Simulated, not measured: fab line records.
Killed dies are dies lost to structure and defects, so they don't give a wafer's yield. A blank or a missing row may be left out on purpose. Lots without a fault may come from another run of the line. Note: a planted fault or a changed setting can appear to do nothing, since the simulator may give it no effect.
A lot that was struck, set against a sound lot + flow sky130 + 27 out of 708 route steps
Sound: wafers L624.2, L624.3, L624.4. Wafers struck: L634.3, L634.4, L634.5. The cause comes at the end.
Per side, at each step with rows, come the tool, then ch with its chambers, and then its first start. Under that, the readings that differ: sound wafers + struck wafers + difference of the means + sigmas: that difference in standard deviations of wafers without a fault.
alike: same words and numbers on both sides, and readings whose means sit less than 2 such deviations apart. not compared: any withheld reading, any reading some wafer has no value for, any bound like >300 that may hide the same value, and any number with overlapping values for which the record gives no deviation.
Wherever a step has rows on one side only, a row that says differs or no value, or a row with sigmas, the two part there. Non-overlapping numbers with no deviation appear without sigmas and do not part them. A reading that every wafer of one side lacks parts them only if that side has two wafers or more.

first, 10 steps without rows for these wafers: SKY_LOCAL_INTERCONNECT_SOFTBAKE_07 (time 90 s); SKY_LOCAL_INTERCONNECT_EXPOSE_08 (exposes mask LI1M, target cd 170 nm); SKY_LOCAL_INTERCONNECT_PEB_09; SKY_LOCAL_INTERCONNECT_DEVELOP_10 (develop time 60 s); SKY_LOCAL_INTERCONNECT_ETCH_13 (etches BARC in N2/H2, stops on SiO2, time 45.9 s, target depth 60 nm); SKY_LOCAL_INTERCONNECT_METAL_ETCH_14 (etches TiN in Cl2/BCl3, stops on PSG, target depth 110 nm, time 31.4 s); SKY_LOCAL_INTERCONNECT_STRIP_15 (strips in O2/N2); SKY_LOCAL_INTERCONNECT_STRIP_16 (strips in post etch residue remover, time 1200 s); SKY_LOCAL_INTERCONNECT_CLEAN_17 (cleans in IPA, time 180 s); SKY_LOCAL_INTERCONNECT_CLEAN_18 (cleans in O3/DIW).
SKY_CONTACT_CVD_00: deposits Si3N4, target thk 75 nm.
  sound on pecvd-03 ch 0,2, day 31 11:08; struck on pecvd-04 ch 1,2, day 34 10:00
  alike: heater power w
SKY_CONTACT_THK_MEAS_01:
  struck on film metro-02, day 34 11:00; sound on film metro-02, day 31 11:11
| reading                 | sound          | struck            | difference | sigmas |
|-------------------------|----------------|-------------------|------------|--------|
| CONTACT_CVD_00_THK (nm) | 73.4 74.4 75.7 | 150.0 153.3 152.9 | +77.6      | +95    |
then, 12 steps without rows for these wafers: SKY_CONTACT_HDPCVD_02 (deposits SiO2, target thk 565 nm, time 94.2 s); SKY_CONTACT_CMP_04 (polishes SiO2); SKY_CONTACT_DEHYDRATE_06 (time 60 s); SKY_CONTACT_HMDS_07 (prime time 60 s); SKY_CONTACT_COAT_08 (resist thk 60 nm); SKY_CONTACT_COAT_09 (resist thk 450 nm); SKY_CONTACT_SOFTBAKE_10 (time 88.25 s); SKY_CONTACT_EXPOSE_11 (exposes mask CTM1, target cd 170 nm); SKY_CONTACT_PEB_12; SKY_CONTACT_DEVELOP_13 (develop time 60 s); SKY_CONTACT_ETCH_16 (etches BARC in N2/H2, stops on SiO2, time 45.9 s, target depth 60 nm); SKY_CONTACT_ETCH_17 (etches SiO2 in C4F8/O2/Ar, stops on Si3N4, target depth 340 nm).
SKY_CONTACT_ETCH_18: etches Si3N4 in CHF3/O2, stops on TiN, time 39 s, target depth 75 nm.
  sound: rie diel-03 ch 1,2,3; struck: rie diel-03 ch 0,2,3
| reading                  | sound             | struck            | difference | sigmas |
|--------------------------|-------------------|-------------------|------------|--------|
| oes product au (a.u.)    | 0.848 0.855 0.863 | 0.995 0.982 0.987 | +0.133     | +19    |
| throttle valve pct (%)   | 8.800 8.787 8.799 | 8.833 8.825 8.832 | +0.035     | +4     |
| model.etch.depth nm (nm) | 73.43 74.47 75.65 | 97.05 96.21 95.81 | +21.84     |        |
  alike: drypump motor current A
  not compared: rf hours counter h
then, 1 step without rows for these wafers: SKY_CONTACT_STRIP_19 (strips in O2/N2).
-- the record jumps here: 14 days lie between the struck wafers' starts before and after (it left off in module CONTACT and takes up again in module PAD_OPEN, whose first step shown is number 708 of the route) --
SKY_PAD_OPEN_PROBE_99:
  struck on prober-02, day 48 17:25; sound on prober-01, day 46 16:57
| reading            | sound     | struck      | difference | sigmas |
|--------------------|-----------|-------------|------------|--------|
| killed at contacts | 33 18 20  | 443 430 429 | +410       | +73    |
| killed dies        | 101 76 97 | 492 492 492 | +401       | +40    |
| killed on rim      | 26 15 17  | 96 96 96    | +77        | +19    |
  alike: killed_at_M0_to_M3, killed_at_M4_up, killed at front end, killed at other, killed open, killed short

## WHERE THEY PART
At SKY_CONTACT_THK_MEAS_01 first; at SKY_PAD_OPEN_PROBE_99 last (within this record only).

WHY: what the simulator had put in
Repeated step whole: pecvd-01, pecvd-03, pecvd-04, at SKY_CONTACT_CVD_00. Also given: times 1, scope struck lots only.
